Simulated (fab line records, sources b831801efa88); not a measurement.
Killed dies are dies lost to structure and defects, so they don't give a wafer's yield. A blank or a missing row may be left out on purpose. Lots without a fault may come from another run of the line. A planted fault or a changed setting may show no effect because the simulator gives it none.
fab line records | flow sky130
record lots=6 wafers=18 last_day=49
route steps=708 shown METAL5@666 PASSIVATION@681 PAD_OPEN@694
lots that met no fault: from a run of the same line without faults
start_h: hours from the record's first day to the start of the lot's first wafer shown | wait_h: hours since the lot's step before | " the same as in the row above | L1.1+2: a row that stands for several wafers | - no value, or no start given | * or withheld: withheld | < > ~ a bound
route shown NAME@n: a module of which the file shows steps, and the number in the route of the first | usual: mean/standard deviation of fault-free wafers | same: alike in all rows | chamber/n: place in a boat | sites: the reading at each site | _std_site: their standard deviation | _edge_site: outer sites' mean less inner sites' | radius_mm: how far each site lies from the wafer's centre | mask NAME#n: copy n | behind: the tool/chamber that last shaped the wafer | hold: why the lot was held/for how many hours/how that ended | device: the transistor (n, p or np) that didn't switch | end of line: the same wafers' tests at the end of the route | a step without rows: its recipe alone | killed: dies lost to structure and defects at the first sort, not the wafer's yield | map: a wafer's dies, x killed, . not, _ none there
set.NAME: the setting as run; set.NAME@STEP: as run at that earlier step | model.NAME: the simulator's own value behind a step, which no gauge read
lots at some steps of the route; a table a step, a row a wafer
services: from which hour (start_h, from the record's first day; less than 0 if before it) a tool's chamber was out of use, for how many hours, and why
## steps
# step SKY_METAL5_RS_MEAS_05
# recipe thk_meas_gauge=four-point-probe reads=TiN_of_METAL5_SPUTTER_04+Ti_of_METAL5_SPUTTER_03+AlCu_of_METAL5_SPUTTER_02+TiN_of_METAL5_SPUTTER_01+Ti_of_METAL5_SPUTTER_00
# usual METAL5_ALCU_RS=0.02708/0.00029
# columns lot.wafer tool chamber start_h wait_h METAL5_ALCU_RS[ohm/sq]
L629.1 film_metro-02 - 1036.51 0.0 0.02688
L629.2 " - " " 0.02717
L629.3 " - " " 0.02679
L631.4 film_metro-04 - 1050.81 0.1 0.02766
L631.5 " - " " 0.02762
L631.6 " - " " 0.02727
L637.1 film_metro-02 - 1091.26 0.0 0.02716
L637.3 " - " " 0.0268
L637.5 " - " " 0.02719
L640.1 film_metro-01 - 1105.99 0.0 0.02688
L640.5 " - " " 0.02718
L640.6 " - " " 0.02702
L641.1 film_metro-01 - 1109.35 0.0 0.02679
L641.3 " - " " 0.02666
L641.5 " - " " 0.02704
L644.1 film_metro-04 - 1132.54 0.0 0.02704
L644.2 " - " " 0.02707
L644.5 " - " " 0.02701
# step SKY_METAL5_THK_MEAS_06
# recipe thk_meas_gauge=xrf reads=AlCu_of_METAL5_SPUTTER_02
# usual METAL5_ALCU_THK=1142/17
# columns lot.wafer tool chamber start_h wait_h METAL5_ALCU_THK[nm]
L629.1 film_metro-02 - 1036.63 0.1 1151
L629.2 " - " " 1142
L629.3 " - " " 1163
L631.4 film_metro-04 - 1050.90 0.1 1108
L631.5 " - " " 1104
L631.6 " - " " 1121
L637.1 film_metro-02 - 1091.38 0.1 1155
L637.3 " - " " 1170
L637.5 " - " " 1161
L640.1 film_metro-01 - 1106.11 0.1 1146
L640.5 " - " " 1124
L640.6 " - " " 1134
L641.1 film_metro-01 - 1109.47 0.1 1144
L641.3 " - " " 1155
L641.5 " - " " 1138
L644.1 film_metro-04 - 1132.66 0.1 1131
L644.2 " - " " 1132
L644.5 " - " " 1132
# step SKY_METAL5_DEHYDRATE_07
# recipe temp_c=200 time_s=60
# step SKY_METAL5_HMDS_08
# recipe prime_time_s=60 prime_temp_c=120
# step SKY_METAL5_COAT_09
# recipe resist=NOVOLAK spin_rpm=3000 resist_thk_nm=1800
# step SKY_METAL5_SOFTBAKE_10
# recipe temp_c=90 time_s=57.44 resist=NOVOLAK
# step SKY_METAL5_EXPOSE_11
# recipe mask_id=MM5 na=0.6 source_shape=conventional sigma_outer=0.6 polarization=unpolarized target_cd_nm=1600 dose_mj=190
# step SKY_METAL5_PEB_12
# recipe temp_c=withheld time_s=* resist=NOVOLAK
# step SKY_METAL5_DEVELOP_13
# recipe resist=NOVOLAK developer=TMAH develop_time_s=60 dev_temp_c=23
# step SKY_METAL5_DESCUM_14
# recipe chemistry=O2 source_power_w=150 bias_power_w=0 pressure_mtorr=10 temp_c=40 time_s=11
# usual drypump_motor_current_A=5.3/0.32 oes_product_au=1.004/0.013
# columns lot.wafer tool chamber start_h wait_h drypump_motor_current_A oes_product_au rf_hours_counter_h
L629.1 rie_metal-02 1 1058.39 0.1 4.9 0.994 10
L629.2 " 0 " " 4.9 0.985 18
L629.3 " 0 " " 4.9 0.998 -
L631.4 rie_metal-01 1 1071.97 0.1 5.8 1.007 -
L631.5 " 1 " " 5.8 1.004 -
L631.6 " 1 " " 5.8 1.013 -
L637.1 rie_metal-03 1 1111.34 0.1 5.3 0.998 22
L637.3 " 0 " " 5.5 1.003 -
L637.5 " 0 " " 5.5 1.020 -
L640.1 rie_metal-01 0 1125.53 0.1 5.5 1.004 4
L640.5 " 0 " " 5.5 1.013 -
L640.6 " 0 " " 5.5 1.009 -
L641.1 rie_metal-03 0 1128.29 0.1 5.5 1.017 23
L641.3 " 0 " " 5.5 1.028 -
L641.5 " 1 " " 5.3 1.010 -
L644.1 rie_metal-01 0 1151.09 0.1 5.5 0.991 7
L644.2 " 1 " " 5.8 1.004 3
L644.5 " 1 " " 5.8 0.996 -
# step SKY_METAL5_METAL_ETCH_15
# recipe target_depth_a=12600 stop_on=SiO2 over_etch_frac=0.2 time_s=252 chemistry=Cl2/BCl3 resist_sidewall_deg=86 pressure_mtorr=10 icp_w=900 bias_w=48.5 Cl2_flow_sccm=60 bcl3_flow_sccm=30
# usual drypump_motor_current_A=5.3/0.32 oes_product_au=0.894/0.0054 throttle_valve_pct=22.264/0.0081
# columns lot.wafer tool chamber start_h wait_h drypump_motor_current_A oes_product_au rf_hours_counter_h throttle_valve_pct
L629.1 rie_metal-02 1 1058.43 0.0 4.9 0.900 10 22.261
L629.2 " 0 " " 4.9 0.889 18 22.269
L629.3 " 0 " " 4.9 0.883 - 22.275
L631.4 rie_metal-01 1 1072.24 0.3 5.8 0.894 - 22.275
L631.5 " 1 " " 5.8 0.888 - 22.263
L631.6 " 1 " " 5.8 0.902 - 22.273
L637.1 rie_metal-03 1 1111.38 0.0 5.3 0.888 22 22.267
L637.3 " 0 " " 5.5 0.903 - 22.258
L637.5 " 0 " " 5.5 0.883 - 22.264
L640.1 rie_metal-01 0 1125.60 0.1 5.5 0.896 4 22.256
L640.5 " 0 " " 5.5 0.891 - 22.257
L640.6 " 0 " " 5.5 0.897 - 22.259
L641.1 rie_metal-03 0 1128.32 0.0 5.5 0.896 23 22.263
L641.3 " 0 " " 5.5 0.891 - 22.255
L641.5 " 1 " " 5.3 0.897 - 22.263
L644.1 rie_metal-01 0 1151.13 0.0 5.5 0.899 7 22.271
L644.2 " 1 " " 5.8 0.896 3 22.258
L644.5 " 1 " " 5.8 0.890 - 22.282
# step SKY_METAL5_STRIP_16
# recipe chemistry=O2/N2 power_w=1400 pressure_mtorr=1500 platen_temp_c=withheld o2_flow_sccm=3000 n2_flow_sccm=300 overash_fraction=0.5
# usual drypump_motor_current_A=5.6/0.48 oes_product_au=0.710/0.0045 strip_time_to_endpoint_s=13.02/0.18
# columns lot.wafer tool chamber start_h wait_h drypump_motor_current_A oes_product_au rf_hours_counter_h strip_time_to_endpoint_s
L629.1 plasma_asher-03 1 1058.66 0.2 6.1 0.713 28 13.24
L629.2 " 0 " " 5.2 0.704 28 13.30
L629.3 " 1 " " 6.0 0.707 - 13.24
L631.4 plasma_asher-04 1 1072.50 0.2 5.2 0.707 - 12.91
L631.5 " 1 " " 5.2 0.708 - 12.91
L631.6 " 0 " " 5.0 0.715 - 12.84
L637.1 plasma_asher-01 0 1111.61 0.2 6.4 0.706 69 12.81
L637.3 " 1 " " 5.7 0.713 - 12.84
L637.5 " 1 " " 5.7 0.709 - 12.70
L640.1 plasma_asher-03 0 1126.07 0.4 5.2 0.714 34 13.11
L640.5 " 0 " " 5.2 0.709 - 12.99
L640.6 " 1 " " 6.0 0.701 - 13.02
L641.1 plasma_asher-01 0 1128.56 0.2 6.3 0.708 71 12.87
L641.3 " 0 " " 6.3 0.721 - 12.82
L641.5 " 1 " " 5.7 0.710 - 12.93
L644.1 plasma_asher-03 1 1151.36 0.2 6.1 0.702 36 13.03
L644.2 " 0 " " 5.2 0.707 36 13.12
L644.5 " 1 " " 6.1 0.712 - 12.93
# step SKY_METAL5_STRIP_17
# recipe chemistry=post_etch_residue_remover time_s=1200 temp_c=72.5
# usual bath_guard_temp_C=72.6/0.5
# columns lot.wafer tool chamber start_h wait_h bath_guard_temp_C
L629.1 wet_bench-03 1 1058.76 0.1 73.2
L629.2 " 1 " " 73.4
L629.3 " 1 " " 73.3
L631.4 wet_bench-04 2 1072.57 0.0 72.1
L631.5 " 2 " " 72.3
L631.6 " 2 " " 72.4
L637.1 wet_bench-03 1 1111.71 0.1 73.2
L637.3 " 1 " " 73.0
L637.5 " 1 " " 73.4
L640.1 wet_bench-03 1 1126.17 0.1 73.3
L640.5 " 1 " " 73.1
L640.6 " 1 " " 73.3
L641.1 wet_bench-03 3 1128.66 0.1 72.6
L641.3 " 3 " " 72.3
L641.5 " 3 " " 72.7
L644.1 wet_bench-02 3 1151.46 0.1 71.7
L644.2 " 3 " " 72.1
L644.5 " 3 " " 71.8
# step SKY_METAL5_CLEAN_18
# recipe chemistry=IPA time_s=180 temp_c=25
# step SKY_METAL5_CLEAN_19
# recipe chemistry=O3/DIW dry=n2_spin
# step SKY_PASSIVATION_CVD_00
# recipe material=SiO2 target_thk_nm=90 temp_c=400 time_s=withheld rf_w=600
# step SKY_PASSIVATION_THK_MEAS_01
# recipe reads=SiO2_of_PASSIVATION_CVD_00
# usual PASSIVATION_CVD_00_THK=90.1/1.2
# columns lot.wafer tool chamber start_h wait_h PASSIVATION_CVD_00_THK[nm]
L629.1 film_metro-01 - 1059.31 - 90.3
L629.2 " - " " 89.5
L629.3 " - " " 91.6
L631.4 film_metro-03 - 1073.14 - 90.2
L631.5 " - " " 91.1
L631.6 " - " " 90.6
L637.1 film_metro-04 - 1112.24 - 89.0
L637.3 " - " " 90.7
L637.5 " - " " 90.8
L640.1 film_metro-03 - 1126.68 - 89.3
L640.5 " - " " 91.6
L640.6 " - " " 91.3
L641.1 film_metro-01 - 1129.17 - 89.5
L641.3 " - " " 90.2
L641.5 " - " " 92.4
L644.1 film_metro-03 - 1152.01 - 91.2
L644.2 " - " " 89.4
L644.5 " - " " 91.2
# step SKY_PASSIVATION_CVD_02
# recipe material=Si3N4 target_thk_nm=540 temp_c=400 time_s=withheld rf_w=450
# step SKY_PASSIVATION_THK_MEAS_03
# recipe reads=Si3N4_of_PASSIVATION_CVD_02
# usual PASSIVATION_CVD_02_THK=540/6.4
# columns lot.wafer tool chamber start_h wait_h PASSIVATION_CVD_02_THK[nm]
L629.1 film_metro-04 - 1059.59 - 530
L629.2 " - " " 538
L629.3 " - " " 535
L631.4 film_metro-01 - 1073.43 - 550
L631.5 " - " " 540
L631.6 " - " " 552
L637.1 film_metro-03 - 1112.52 - 541
L637.3 " - " " 527
L637.5 " - " " 540
L640.1 film_metro-01 - 1126.97 - 534
L640.5 " - " " 546
L640.6 " - " " 544
L641.1 film_metro-04 - 1129.45 - 533
L641.3 " - " " 534
L641.5 " - " " 543
L644.1 film_metro-04 - 1152.30 - 534
L644.2 " - " " 536
L644.5 " - " " 546
# step SKY_PASSIVATION_DEHYDRATE_04
# recipe temp_c=200 time_s=60
# step SKY_PASSIVATION_HMDS_05
# recipe prime_time_s=60 prime_temp_c=120
# step SKY_PASSIVATION_COAT_06
# recipe spin_rpm=2000 resist_thk_nm=3000
# step SKY_PASSIVATION_SOFTBAKE_07
# recipe temp_c=110 time_s=withheld
# step SKY_PASSIVATION_EXPOSE_08
# recipe mask_id=NSM target_cd_nm=3000 na=0.57 dose_mj=260
# step SKY_PASSIVATION_PEB_09
# recipe temp_c=115 time_s=withheld
# step SKY_PASSIVATION_DEVELOP_10
# recipe develop_time_s=60 dev_temp_c=23
# step SKY_PASSIVATION_ETCH_11
# recipe chemistry=CF4/O2 target_depth_nm=725 stop_on=AlCu source_w=800 bias_w=150 pressure_mtorr=150 cf4_flow_sccm=80 O2_flow_sccm=10 time_s=161.1
# step SKY_PASSIVATION_STRIP_12
# recipe chemistry=O2/N2 power_w=1400 pressure_mtorr=1500 platen_temp_c=withheld overash_fraction=0.7 o2_flow_sccm=3000 n2_flow_sccm=300
# step SKY_PAD_OPEN_DEHYDRATE_00
# recipe temp_c=200 time_s=60
# step SKY_PAD_OPEN_HMDS_01
# recipe prime_time_s=60 prime_temp_c=120
# step SKY_PAD_OPEN_COAT_02
# recipe spin_rpm=2000 resist_thk_nm=3000
# step SKY_PAD_OPEN_SOFTBAKE_03
# recipe temp_c=110 time_s=withheld
# step SKY_PAD_OPEN_EXPOSE_04
# recipe mask_id=PDM target_cd_nm=60000 na=0.57 dose_mj=260
# step SKY_PAD_OPEN_PEB_05
# recipe temp_c=115 time_s=withheld
# step SKY_PAD_OPEN_DEVELOP_06
# recipe develop_time_s=60 dev_temp_c=23
# step SKY_PAD_OPEN_ETCH_07
# recipe chemistry=CF4/O2 target_depth_nm=725 stop_on=AlCu source_w=791.1 bias_w=150 pressure_mtorr=150 cf4_flow_sccm=80 O2_flow_sccm=10 time_s=161.1
# usual drypump_motor_current_A=5.8/0.38 oes_product_au=0.977/0.0075 throttle_valve_pct=5.964/0.0097
# columns lot.wafer tool chamber start_h wait_h drypump_motor_current_A oes_product_au rf_hours_counter_h throttle_valve_pct
L629.1 rie_diel-01 1 1101.44 - 5.6 0.973 24 5.977
L629.2 " 3 " " 5.1 0.982 15 5.969
L629.3 " 0 " " 5.9 0.972 13 5.961
L631.4 rie_diel-03 0 1113.63 - 5.7 0.973 8 5.969
L631.5 " 2 " " 6.0 0.973 - 5.951
L631.6 " 3 " " 6.3 0.981 - 5.968
L637.1 rie_diel-03 1 1149.04 - 6.0 0.970 7 5.971
L637.3 " 3 " " 6.3 0.962 18 5.960
L637.5 " 3 " " 6.3 0.976 - 5.966
L640.1 rie_diel-01 0 1162.98 - 5.9 0.975 15 5.978
L640.5 " 3 " " 5.1 0.993 - 5.957
L640.6 " 0 " " 5.9 0.979 - 5.980
L641.1 rie_diel-03 0 1164.84 - 5.7 0.964 10 5.957
L641.3 " 1 " " 6.0 0.967 7 5.952
L641.5 " 2 " " 6.0 0.977 - 5.959
L644.1 rie_diel-04 3 1185.18 - 5.9 0.974 25 5.964
L644.2 " 2 " " 6.5 0.985 22 5.965
L644.5 " 2 " " 6.4 0.990 - 5.961
# step SKY_PAD_OPEN_STRIP_08
# recipe chemistry=O2/N2 power_w=1400 pressure_mtorr=1500 platen_temp_c=withheld overash_fraction=0.7 o2_flow_sccm=3000 n2_flow_sccm=300
# usual drypump_motor_current_A=5.7/0.48 oes_product_au=0.663/0.0045 strip_time_to_endpoint_s=37.04/0.09
# columns lot.wafer tool chamber start_h wait_h drypump_motor_current_A oes_product_au rf_hours_counter_h strip_time_to_endpoint_s
L629.1 plasma_asher-02 0 1101.55 0.1 5.0 0.666 98 37.07
L629.2 " 1 " " 6.1 0.667 98 37.04
L629.3 " 1 " " 6.1 0.663 - 37.04
L631.4 plasma_asher-02 1 1113.77 0.1 6.1 0.660 - 37.03
L631.5 " 1 " " 6.1 0.662 - 37.05
L631.6 " 0 " " 5.0 0.662 - 37.03
L637.1 plasma_asher-03 1 1149.15 0.1 6.1 0.665 36 37.01
L637.3 " 0 " " 5.2 0.670 - 37.07
L637.5 " 1 " " 6.1 0.666 - 36.94
L640.1 plasma_asher-03 0 1163.09 0.1 5.2 0.660 37 36.96
L640.5 " 1 " " 6.0 0.666 - 37.04
L640.6 " 0 " " 5.2 0.662 - 37.14
L641.1 plasma_asher-03 0 1164.95 0.1 5.3 0.661 38 36.97
L641.3 " 1 " " 6.1 0.671 - 36.95
L641.5 " 0 " " 5.2 0.656 - 36.93
L644.1 plasma_asher-03 0 1185.29 0.1 5.2 0.665 39 37.17
L644.2 " 1 " " 6.1 0.661 39 37.22
L644.5 " 1 " " 6.1 0.663 - 37.12
# step SKY_PAD_OPEN_STRIP_09
# recipe chemistry=post_etch_residue_remover time_s=1200 temp_c=72.5
# step SKY_PAD_OPEN_CLEAN_10
# recipe chemistry=IPA time_s=180 temp_c=25
# step SKY_PAD_OPEN_CLEAN_11
# recipe chemistry=O3/DIW dry=n2_spin
# step SKY_PAD_OPEN_ANNEAL_12
# recipe temp_c=400 time_s=withheld ambient=N2/H2 idle_temp_c=300 ramp_up_c_per_min=8 ramp_down_c_per_min=4
# step SKY_PAD_OPEN_BOW_MEAS_13
# recipe mode=bow
# usual PAD_OPEN_BOW=47/8.2
# columns lot.wafer tool chamber start_h wait_h PAD_OPEN_BOW[um]
L629.1 film_metro-02 - 1103.65 - 51
L629.2 " - " " 58
L629.3 " - " " 42
L631.4 film_metro-03 - 1115.97 - 45
L631.5 " - " " 46
L631.6 " - " " 40
L637.1 film_metro-02 - 1151.24 - 51
L637.3 " - " " 48
L637.5 " - " " 65
L640.1 film_metro-02 - 1165.18 - 58
L640.5 " - " " 52
L640.6 " - " " 52
L641.1 film_metro-03 - 1167.07 - 52
L641.3 " - " " 53
L641.5 " - " " 64
L644.1 film_metro-03 - 1187.51 - 35
L644.2 " - " " 41
L644.5 " - " " 54
# step SKY_PAD_OPEN_PROBE_99
# usual defect_limited_yield=82.5/1.8 killed_at_M0_to_M3=45/6.8 killed_at_M4_up=3.1/2 killed_at_contacts=23/5.2 killed_at_front_end=14/3.7 killed_at_other=0.3/0.61 killed_dies=86/9 killed_open=46/6.9 killed_short=39/6.4 sort_bin_3_pad_short=0.9/0.44 sort_bin_5_function=10.5/1.4 sort_bin_6_memory=6.1/1.1 sort_n_pass=406/9 sort_yield_pct=82.5/1.8
# same gross_dies=492 killed_at_back_side=0 sort_bin_4_leakage[%]=0 sort_bin_8_speed[%]=0
# columns lot.wafer tool chamber start_h wait_h defect_limited_yield[%] killed_at_M0_to_M3 killed_at_M4_up killed_at_contacts killed_at_front_end killed_at_other killed_dies killed_open killed_short sort_bin_3_pad_short[%] sort_bin_5_function[%] sort_bin_6_memory[%] sort_n_pass sort_yield_pct[%] model.etest.tester.sort_n_pass model.etest.tester.sort_yield_pct model.etest.tester.sort_bin_5_pct model.etest.tester.sort_bin_3_pct
L629.1 prober-02 - 1103.77 0.1 81.1 59 2 23 9 0 93 57 34 1.4 10.8 6.7 399 81.1 399 81.1 10.77 1.423
L629.2 prober-02 - 1103.82 0.1 84.8 40 1 23 11 0 75 42 33 0.6 9.3 5.3 417 84.8 417 84.76 9.35 0.6098
L629.3 prober-02 - 1103.87 0.2 84.3 48 4 13 10 2 77 44 32 0.2 9.8 5.7 415 84.3 415 84.35 9.756 0.2033
L631.4 prober-02 - 1116.18 0.2 79.1 47 1 42 13 0 103 50 53 0.2 11.4 9.3 389 79.1 389 79.06 11.38 0.2033
L631.5 prober-02 - 1116.23 0.2 79.5 42 0 38 21 0 101 57 44 1.0 13.6 5.9 391 79.5 391 79.47 13.62 1.016
L631.6 prober-02 - 1116.28 0.2 82.3 47 2 20 15 3 87 45 42 0.4 12.2 5.1 405 82.3 405 82.32 12.2 0.4065
L637.1 prober-02 - 1151.36 0.1 79.7 53 1 34 12 0 100 52 48 1.0 12.8 6.5 392 79.7 392 79.67 12.8 1.016
L637.3 prober-02 - 1151.46 0.2 82.1 53 4 16 15 0 88 51 34 1.0 10.0 6.9 404 82.1 404 82.11 9.959 1.016
L637.5 prober-02 - 1151.56 0.2 83.1 45 4 26 8 0 83 47 36 1.4 10.2 5.3 409 83.1 409 83.13 10.16 1.423
L640.1 prober-01 - 1165.30 0.1 72.4 45 50 22 19 0 136 49 41 2.0 18.1 7.5 356 72.4 356 72.36 18.09 2.033
L640.5 prober-01 - 1165.50 0.2 72.2 40 51 27 19 0 137 56 33 3.3 15.7 8.9 355 72.2 355 72.15 15.65 3.252
L640.6 prober-01 - 1165.55 0.2 73.4 37 52 28 14 0 131 48 34 2.4 17.7 6.5 361 73.4 361 73.37 17.68 2.439
L641.1 prober-02 - 1167.19 0.1 74.2 36 54 22 14 1 127 42 31 2.4 14.8 8.5 365 74.2 365 74.19 14.84 2.439
L641.3 prober-02 - 1167.29 0.2 72.2 49 49 24 15 0 137 51 39 1.8 20.1 5.9 355 72.2 355 72.15 20.12 1.829
L641.5 prober-02 - 1167.39 0.2 73.0 44 50 24 15 0 133 46 39 2.2 16.3 8.5 359 73.0 359 72.97 16.26 2.236
L644.1 prober-01 - 1187.63 0.1 82.5 45 2 19 20 0 86 48 38 0.4 10.8 6.3 406 82.5 406 82.52 10.77 0.4065
L644.2 prober-01 - 1187.68 0.1 78.7 44 9 32 19 1 105 49 56 1.6 13.2 6.5 387 78.7 387 78.66 13.21 1.626
L644.5 prober-01 - 1187.83 0.2 79.5 55 10 26 10 0 101 51 50 0.8 13.8 5.9 391 79.5 391 79.47 13.82 0.813
# killed by level:class
L629.1 VIA1:geometric_particle:open=13 VIA2:geometric_particle:open=12 LI_CONTACT:geometric_particle:open=9 CONTACT:geometric_particle:open=8 METAL1:geometric_particle:short=8 METAL2:geometric_particle:short=7 VIA3:geometric_particle:open=7 VIA1:geometric_particle:short=4
L629.2 VIA1:geometric_particle:open=11 CONTACT:geometric_particle:open=8 VIA2:geometric_particle:open=6 CONTACT:geometric_particle:short=5 LI_CONTACT:geometric_particle:open=4 VIA1:geometric_particle:short=4 VIA3:geometric_particle:open=4 POLY_GATE:geometric_particle:short=3
L629.3 VIA1:geometric_particle:open=12 VIA3:geometric_particle:open=8 VIA2:geometric_particle:open=6 LI_CONTACT:geometric_particle:open=5 METAL1:geometric_particle:short=5 VIA3:geometric_particle:short=5 CONTACT:geometric_particle:open=4 VIA1:geometric_particle:short=4
L631.4 LI_CONTACT:geometric_particle:open=12 CONTACT:geometric_particle:open=11 LI_CONTACT:geometric_particle:short=8 VIA1:geometric_particle:open=8 VIA2:geometric_particle:short=7 VIA2:geometric_particle:open=7 METAL3:geometric_particle:short=6 CONTACT:geometric_particle:short=6
L631.5 CONTACT:geometric_particle:open=16 LI_CONTACT:geometric_particle:open=9 POLY_GATE:geometric_particle:open=8 VIA2:geometric_particle:open=8 VIA1:geometric_particle:open=7 CONTACT:geometric_particle:short=7 METAL1:geometric_particle:short=7 POLY_GATE:geometric_particle:short=5
L631.6 VIA1:geometric_particle:open=18 VIA2:geometric_particle:open=6 VIA3:geometric_particle:open=6 FIELD_ISO:geometric_particle:short=4 LI_CONTACT:geometric_particle:short=4 LI_CONTACT:geometric_particle:open=4 LOCAL_INTERCONNECT:geometric_particle:short=4 CONTACT:geometric_particle:open=4
L637.1 CONTACT:geometric_particle:open=14 VIA1:geometric_particle:open=12 CONTACT:geometric_particle:short=7 METAL2:geometric_particle:short=7 VIA3:geometric_particle:open=6 LOCAL_INTERCONNECT:geometric_particle:short=5 METAL1:geometric_particle:short=5 VIA1:geometric_particle:short=5
L637.3 VIA1:geometric_particle:open=18 METAL1:geometric_particle:short=7 METAL2:geometric_particle:short=6 POLY_GATE:geometric_particle:open=6 VIA3:geometric_particle:open=6 CONTACT:geometric_particle:open=5 LI_CONTACT:geometric_particle:open=4 LOCAL_INTERCONNECT:geometric_particle:short=4
L637.5 VIA2:geometric_particle:open=10 VIA1:geometric_particle:open=9 CONTACT:geometric_particle:open=8 LI_CONTACT:geometric_particle:open=7 METAL1:geometric_particle:short=7 VIA3:geometric_particle:open=6 LOCAL_INTERCONNECT:geometric_particle:short=5 METAL2:geometric_particle:short=4
L640.1 METAL5:unspecified=46 LI_CONTACT:geometric_particle:open=9 METAL2:geometric_particle:short=9 FIELD_ISO:geometric_particle:open=6 METAL1:geometric_particle:short=6 VIA1:geometric_particle:open=6 VIA3:geometric_particle:open=6 CONTACT:geometric_particle:open=5
L640.5 METAL5:unspecified=48 VIA1:geometric_particle:open=11 CONTACT:geometric_particle:open=9 LI_CONTACT:geometric_particle:open=8 VIA3:geometric_particle:open=7 POLY_GATE:geometric_particle:open=5 FIELD_ISO:geometric_particle:open=4 POLY_GATE:geometric_particle:short=4
L640.6 METAL5:unspecified=49 CONTACT:geometric_particle:open=12 VIA1:geometric_particle:open=9 LI_CONTACT:geometric_particle:open=8 METAL2:geometric_particle:short=7 VIA2:geometric_particle:open=6 FIELD_ISO:geometric_particle:open=4 METAL1:geometric_particle:short=4
L641.1 METAL5:unspecified=54 CONTACT:geometric_particle:open=11 VIA1:geometric_particle:open=9 METAL2:geometric_particle:short=9 LI_CONTACT:geometric_particle:open=5 POLY_GATE:geometric_particle:open=4 VIA1:geometric_particle:short=4 VIA2:geometric_particle:open=4
L641.3 METAL5:unspecified=47 CONTACT:geometric_particle:open=10 VIA3:geometric_particle:short=10 VIA3:geometric_particle:open=10 LI_CONTACT:geometric_particle:open=7 VIA1:geometric_particle:open=7 VIA2:geometric_particle:open=6 FIELD_ISO:geometric_particle:short=5
L641.5 METAL5:unspecified=47 CONTACT:geometric_particle:open=12 VIA1:geometric_particle:open=11 VIA2:geometric_particle:open=6 METAL1:geometric_particle:short=5 VIA3:geometric_particle:short=5 VIA3:geometric_particle:open=5 LI_CONTACT:geometric_particle:open=4
L644.1 METAL2:geometric_particle:short=10 VIA1:geometric_particle:open=9 CONTACT:geometric_particle:open=8 FIELD_ISO:geometric_particle:open=6 POLY_GATE:geometric_particle:open=6 LI_CONTACT:geometric_particle:short=5 VIA2:geometric_particle:open=5 METAL1:geometric_particle:short=4
L644.2 CONTACT:geometric_particle:open=10 VIA1:geometric_particle:open=8 METAL2:geometric_particle:short=8 LI_CONTACT:geometric_particle:open=7 METAL4:geometric_particle:short=7 FIELD_ISO:geometric_particle:short=6 POLY_GATE:geometric_particle:short=6 VIA2:geometric_particle:open=6
L644.5 VIA1:geometric_particle:open=13 VIA2:geometric_particle:open=9 VIA1:geometric_particle:short=8 METAL4:geometric_particle:short=7 CONTACT:geometric_particle:short=6 LI_CONTACT:geometric_particle:open=6 CONTACT:geometric_particle:open=6 VIA3:geometric_particle:open=6
# map L640.5 (x killed, . not)
__________..x.x....x_________
________...........x.._______
______.x....x...x....xx._____
_____x..........xxx..xxxx____
____x...........x..xxxxxxx___
___xx....x.........xxxxxxx.__
__...x.x..x......xxxxxxxxx.._
_x....x.......xx.xxxxxxxxxxx.
_...xx.x............xxxxx.x..
_......x.....xx.xx.x..xxx.xxx
_............x.xxx....xx.....
_........x...............x...
_x..x.x....xxxx...........x.x
_.................x......x...
_....................x...x.x.
__....x....x....x.x.xx..x.x._
___...x.xxx................__
____x....xx........x..x..x___
_____...xxx...x...x....x.____
______...x..xx.....x...._____
________........x....._______
__________.x.......x_________
# map L641.3 (x killed, . not)
__________....x....._________
________.........x...._______
______....x.x..xx.x.x..._____
_____.....x..x..........x____
____....x..x..x...........___
___......x...............x.__
__......xx.x......xx........_
_x...xx...x.........x...x....
_.x.xxx.xx.......x.xx........
_..x.xxxxx.x.x.....x..xx.....
_..xxxxxxxxx...............x.
_.xxxxxxxxxxx........x....xxx
_.xxxxxxxx.xx.......x...x..xx
_x..xxxxxxxx...x.....x.......
_....xx.xxxx.................
__.xx..x.x.....x...xx.....x._
___....xxx.......x....x.x.x__
____..xx...x...xx.........___
_____........x....x..x.xx____
______......xx.....xx..._____
________...xx.....x..._______
__________......x.x._________
## services
# columns tool chamber start_h hours kind
plasma_asher-01 - 1038.17 1.8 repair
rie_diel-01 1 1054.73 29.8 repair
plasma_asher-04 - 1055.30 9.0 pm
rie_metal-01 0 1065.86 - clean
rie_metal-01 0 1065.86 20.3 scheduled_down
rie_metal-01 0 1065.86 20.3 vent_cycle
plasma_asher-03 - 1072.81 8.8 repair
rie_metal-02 - 1094.03 0.9 repair
rie_metal-01 1 1105.17 - clean
rie_metal-01 1 1105.17 21.1 scheduled_down
rie_metal-01 1 1105.17 21.1 vent_cycle
rie_diel-04 3 1119.73 4.1 repair
rie_diel-01 - 1126.04 3.9 repair
plasma_asher-02 - 1128.68 4.9 repair
plasma_asher-04 - 1132.01 0.9 repair
rie_diel-03 0 1145.05 5.7 repair
rie_diel-03 - 1151.81 2.8 pm
rie_metal-03 0 1162.60 - clean
rie_metal-03 1 1163.07 7.3 repair
wet_bench-04 - 1166.09 2.3 repair
rie_diel-04 2 1166.72 3.8 repair
plasma_asher-03 - 1167.17 1.3 repair
rie_diel-03 2 1167.62 4.2 repair
rie_metal-02 1 1173.65 5.9 repair
## key
first_sign step=SKY_PAD_OPEN_PROBE_99 reading=killed_at_M4_up direction=up sigmas=24 usual=3.1 struck=51
effect step=SKY_PAD_OPEN_PROBE_99 reading=sort_n_pass direction=down sigmas=5.3 usual=406 struck=358
model_effect step=SKY_PAD_OPEN_PROBE_99 value=etest.tester.sort_n_pass without=399.7 struck=358.5
met_at SKY_METAL5_STRIP_17
struck_wafers L640.1,L640.5,L640.6,L641.1,L641.3,L641.5
onset_between 1111.71 1126.17
fault kind=chamber_particle_source tool=wet_bench-03 chamber=- onset_h=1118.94 steps=SKY_METAL5_STRIP_17 rate_per_visit_cm2=0.62049 end_h=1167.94
